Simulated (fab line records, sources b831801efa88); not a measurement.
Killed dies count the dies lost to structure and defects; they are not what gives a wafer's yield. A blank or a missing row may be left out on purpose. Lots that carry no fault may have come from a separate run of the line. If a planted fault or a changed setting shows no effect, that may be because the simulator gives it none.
A lot that was struck, set against a sound lot -- flow sky130 -- 44 out of 708 route steps
Sound: the wafers L997.1, L997.3, L997.6. The struck wafers were L110.2, L110.4, L110.6. The cause is given at the end.
Each step with rows lists, per side, the tool, then ch with its chambers, then its first start. Under that, the readings that differ: sound wafers -- struck wafers -- difference of the means -- sigmas: that difference in standard deviations of wafers without a fault.
alike: words and numbers the same on both sides, and readings whose means are apart by under 2 such deviations; not compared: readings that were withheld, readings missing a value for some wafer, numbers with overlapping values and no deviation given by the record, and bounds like >300 which may hide the same value.
The two part at a step that has a row with sigmas, a row that says differs or no value, or rows on one side only. Numbers that don't overlap but have no deviation are shown without sigmas and don't part them. A reading that every wafer of one side lacks parts them only if that side has two wafers or more.

SKY_FIELD_ISO_STRIP_16: strips in O2/N2.
  sound on plasma-asher-01 ch 0,1, day 2 20:41; struck on plasma-asher-01 ch 0, day 5 16:14
  alike: drypump-motor-current-A, oes-product-au, strip-time-to-endpoint-s
  not compared: rf-hours-counter-h
SKY_FIELD_ISO_ETCH_17: etches Si in HBr/Cl2/O2, target depth 342 nm, time 97.7 s.
  sound on rie-si-01 ch 2,3, day 2 20:47; struck on rie-si-02 ch 0,1,3, day 5 16:20
  alike: drypump-motor-current-A, mfc-cl2-sccm, oes-product-au, run-length-s, throttle-valve-pct
  not compared: rf-hours-counter-h
then, 5 steps without rows for these wafers: SKY_FIELD_ISO_WET_ETCH_18 (etches Si3N4 in H3PO4, target depth 25 nm, time 286 s); SKY_FIELD_ISO_CLEAN_19 (cleans in SC1/SC2, time 150 s); SKY_FIELD_ISO_CLEAN_20 (cleans in dHF, time 20 s); SKY_FIELD_ISO_WET_ETCH_21 (etches SiO2 in dHF, target depth 20 nm, time 400 s); SKY_FIELD_ISO_OXIDATION_22 (stabilise 600 s, purge 300 s, target thk 10 nm).
SKY_FIELD_ISO_THK_MEAS_23:
  struck on film-metro-02, day 5 17:52; sound on film-metro-03, day 3 00:04
  alike: FIELD_ISO_OXIDATION_01_THK
then, 1 step without rows for these wafers: SKY_FIELD_ISO_CVD_24 (deposits SiO2, target thk 595 nm, time 99.2 s).
SKY_FIELD_ISO_THK_MEAS_25:
  struck on film-metro-04, day 5 17:59; sound on film-metro-04, day 3 00:12
reading,sound,struck,difference,sigmas
FIELD_ISO_CVD_24_THK (nm),606 609 606,590 598 591,-14,-2
then, 1 step without rows for these wafers: SKY_FIELD_ISO_ANNEAL_26 (time 1800 s).
SKY_FIELD_ISO_CMP_27: polishes, stops on Si3N4, t overpolish 16 s, target thk 457.8 nm.
  sound on cmp-01 ch 0,2, day 3 04:28; struck on cmp-01 ch 0,1, day 5 19:35
  alike: motor-current-A, overpolish-run-s, time-to-endpoint-s
SKY_FIELD_ISO_WET_ETCH_28: etches SiO2 in dHF, target depth 23.7 nm, time 47 s.
  sound on wet-bench-04 ch 0, day 3 04:46; struck on wet-bench-04 ch 2, day 5 19:50
reading,sound,struck,difference,sigmas
run-length-s (s),79 79 79,93 93 93,+14,+4
model.SiO2_of_FIELD_ISO_CVD_24.thk-nm (nm),433.7 432.3 433.3,422.9 424.1 423.3,-9.7,
then, 4 steps without rows for these wafers: SKY_FIELD_ISO_WET_ETCH_29 (etches Si3N4 in H3PO4, target depth 160 nm, time 1825 s); SKY_FIELD_ISO_WET_ETCH_30 (etches SiO2 in dHF, target depth 25 nm, time 50 s); SKY_NWELL_CLEAN_00 (cleans in SC1/SC2, time 150 s); SKY_NWELL_OXIDATION_01 (stabilise 600 s, purge 300 s, target thk 10 nm).
SKY_NWELL_THK_MEAS_02:
  struck on film-metro-02, day 5 22:11; sound on film-metro-02, day 3 08:56
  alike: NWELL_OXIDATION_THK
then, 8 steps without rows for these wafers: SKY_DNWELL_DEHYDRATE_00 (time 60 s); SKY_DNWELL_HMDS_01 (prime time 60 s); SKY_DNWELL_COAT_02 (resist thk 3000 nm); SKY_DNWELL_SOFTBAKE_03; SKY_DNWELL_EXPOSE_04 (exposes mask DNM, target cd 3000 nm); SKY_DNWELL_PEB_05; SKY_DNWELL_DEVELOP_06 (develop time 60 s); SKY_DNWELL_IMPLANT_07.
SKY_DNWELL_STRIP_08: strips in O2/N2.
  sound on plasma-asher-03 ch 0,1, day 4 01:06; struck on plasma-asher-01 ch 0,1, day 6 17:36
  alike: drypump-motor-current-A, oes-product-au, strip-time-to-endpoint-s
  not compared: rf-hours-counter-h
SKY_DNWELL_TW_MEAS_09:
  struck on film-metro-01, day 6 17:43; sound on film-metro-01, day 4 01:12
reading,sound,struck,difference,sigmas
DNWELL_TW,1132 1121 1132,1115 1110 1105,-18,-3
then, 7 steps without rows for these wafers: SKY_PWDE_DEHYDRATE_00 (time 60 s); SKY_PWDE_HMDS_01 (prime time 60 s); SKY_PWDE_COAT_02 (resist thk 3000 nm); SKY_PWDE_SOFTBAKE_03; SKY_PWDE_EXPOSE_04 (exposes mask PWDEM, target cd 840 nm); SKY_PWDE_PEB_05; SKY_PWDE_DEVELOP_06 (develop time 60 s).
SKY_PWDE_OVL_MEAS_07:
  struck on overlay-01, day 7 13:10; sound on overlay-02, day 4 18:34
  alike: PWDE_OVL
following that, these wafers have no rows for 1 step: SKY_PWDE_IMPLANT_08.
SKY_PWDE_STRIP_09: strips in O2/N2.
  sound on plasma-asher-04 ch 0,1, day 4 18:45; struck on plasma-asher-04 ch 0,1, day 7 13:21
  alike: drypump-motor-current-A, oes-product-au, strip-time-to-endpoint-s
  not compared: rf-hours-counter-h
SKY_PWDE_TW_MEAS_10:
  struck on film-metro-04, day 7 13:28; sound on film-metro-02, day 4 18:51
  alike: PWDE_TW
then, 3 steps without rows for these wafers: SKY_NWELL_DEHYDRATE_03 (time 60 s); SKY_NWELL_HMDS_04 (prime time 60 s); SKY_NWELL_COAT_05 (resist thk 3000 nm).
-- the record jumps here: 26 days lie between the struck wafers' starts before and after (it left off in module NWELL and takes up again in module SALICIDE, whose first step shown is number 361 of the route) --
SKY_SALICIDE_CLEAN_00: cleans in HF-last, time 30 s.
  sound on wet-bench-01 ch 2, day 29 14:58; struck on wet-bench-01 ch 2, day 33 12:07
reading,sound,struck,difference,sigmas
model.SiO2_of_FIELD_ISO_CVD_24.thk-nm (nm),358.6 357.5 358.2,347.1 348.2 347.6,-10.5,
-- the record jumps here: 16 days lie between the struck wafers' starts before and after (it left off in module SALICIDE and takes up again in module PAD_OPEN, whose first step shown is number 708 of the route) --
SKY_PAD_OPEN_PROBE_99:
  struck on prober-02, day 49 17:06; sound on prober-01, day 46 23:05
reading,sound,struck,difference,sigmas
model.etest.sram-nfet-pass.off-log10-a-um,-12.74 -12.95 -12.84,-12.31 -12.41 -12.56,+0.42,
  alike: killed_at_M0_to_M3, killed_at_M4_up, killed-at-contacts, killed-at-front-end, killed-at-other, killed-dies, killed-open, killed-short
  not compared: model.etest.cap-poly-to-well.c-af-um2, model.etest.field-n.vt-v

## WHERE THEY PART
First at SKY_FIELD_ISO_THK_MEAS_25; last, within this record, at SKY_DNWELL_TW_MEAS_09. Later steps at which nothing parts them and some readings are alike: SKY_PWDE_OVL_MEAS_07, SKY_PWDE_STRIP_09, SKY_PWDE_TW_MEAS_10, SKY_PAD_OPEN_PROBE_99.

WHY: whatever the simulator had introduced
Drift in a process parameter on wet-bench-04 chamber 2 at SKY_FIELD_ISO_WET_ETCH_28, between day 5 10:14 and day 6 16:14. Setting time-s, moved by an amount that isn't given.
